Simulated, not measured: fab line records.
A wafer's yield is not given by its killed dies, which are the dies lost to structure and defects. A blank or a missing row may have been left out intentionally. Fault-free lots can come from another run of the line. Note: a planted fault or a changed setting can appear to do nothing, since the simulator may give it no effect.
Chamber matching :: flow gf180mcu :: GF_V5_CMP_26 on cmp-02 has 4 sister chambers
The step polishes, stops on SiO2, t overpolish 15 s, target thk 0 nm. 8 wafers are shown with their chamber, then 12 later ones without.

== WAFERS PAIRED WITH THEIR CHAMBERS ==
wafer: L083.4
chamber: 1
time_to_endpoint_s (s): 85
motor_current_A (A): 10.7

wafer: L086.3
chamber: 1
time_to_endpoint_s (s): 85
motor_current_A (A): 11.3

wafer: L088.5
chamber: 3
time_to_endpoint_s (s): 91
motor_current_A (A): 10.4

wafer: L089.5
chamber: 0
time_to_endpoint_s (s): 83
motor_current_A (A): 10.6

wafer: L089.6
chamber: 3
time_to_endpoint_s (s): 88
motor_current_A (A): 10.3

wafer: L090.2
chamber: 0
time_to_endpoint_s (s): 85
motor_current_A (A): 10.7

wafer: L090.3
chamber: 2
time_to_endpoint_s (s): 78
motor_current_A (A): 10.1

wafer: L090.5
chamber: 2
time_to_endpoint_s (s): 79
motor_current_A (A): 10.1

== WAFERS MISSING THEIR CHAMBER ==
wafer: L093.1
time_to_endpoint_s (s): 87
motor_current_A (A): 11.4

wafer: L093.2
time_to_endpoint_s (s): 81
motor_current_A (A): 10.0

wafer: L093.5
time_to_endpoint_s (s): 81
motor_current_A (A): 10.1

wafer: L094.2
time_to_endpoint_s (s): 86
motor_current_A (A): 11.0

wafer: L094.4
time_to_endpoint_s (s): 82
motor_current_A (A): 10.7

wafer: L094.6
time_to_endpoint_s (s): 83
motor_current_A (A): 11.2

wafer: L095.2
time_to_endpoint_s (s): 85
motor_current_A (A): 11.4

wafer: L095.3
time_to_endpoint_s (s): 81
motor_current_A (A): 10.8

wafer: L095.4
time_to_endpoint_s (s): 81
motor_current_A (A): 10.0

wafer: L097.4
time_to_endpoint_s (s): 82
motor_current_A (A): 11.2

wafer: L097.5
time_to_endpoint_s (s): 81
motor_current_A (A): 9.8

wafer: L097.6
time_to_endpoint_s (s): 84
motor_current_A (A): 11.2

== WHICH CHAMBER EACH ONE RAN IN ==
wafer: L093.1
from the rows above: can't be placed: 1 or 0
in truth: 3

wafer: L093.2
from the rows above: can't be placed: 2 or 0
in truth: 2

wafer: L093.5
from the rows above: can't be placed: 2 or 0
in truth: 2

wafer: L094.2
from the rows above: can't be placed: 1 or 0
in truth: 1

wafer: L094.4
from the rows above: can't be placed: 0 or 1
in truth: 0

wafer: L094.6
from the rows above: can't be placed: 1 or 0
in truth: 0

wafer: L095.2
from the rows above: can't be placed: 1 or 0
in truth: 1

wafer: L095.3
from the rows above: can't be placed: 0 or 1 or 2
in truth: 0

wafer: L095.4
from the rows above: can't be placed: 2 or 0
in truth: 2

wafer: L097.4
from the rows above: can't be placed: 1 or 0
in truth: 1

wafer: L097.5
from the rows above: 2
in truth: 2

wafer: L097.6
from the rows above: can't be placed: 1 or 0
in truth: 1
Correctly placed: 1 of 12. Not placeable from these rows: 11 (in 10, the candidates include the true chamber). Wrongly placed: 0.
How it was worked out, from the rows above alone: a wafer's distance from a chamber is the root of the sum, over the readings, of the square of ((its reading less the chamber's mean) divided by the reading's scatter). If the next closest chamber is less than 2 further off than the closest, the wafer can't be placed; otherwise it belongs to the closest. For every chamber, the mean is computed from those of its wafers that are shown. The scatter: take each reading less its chamber's mean, square it, sum over the shown wafers, divide by the number of wafers less the number of chambers, and take the root.
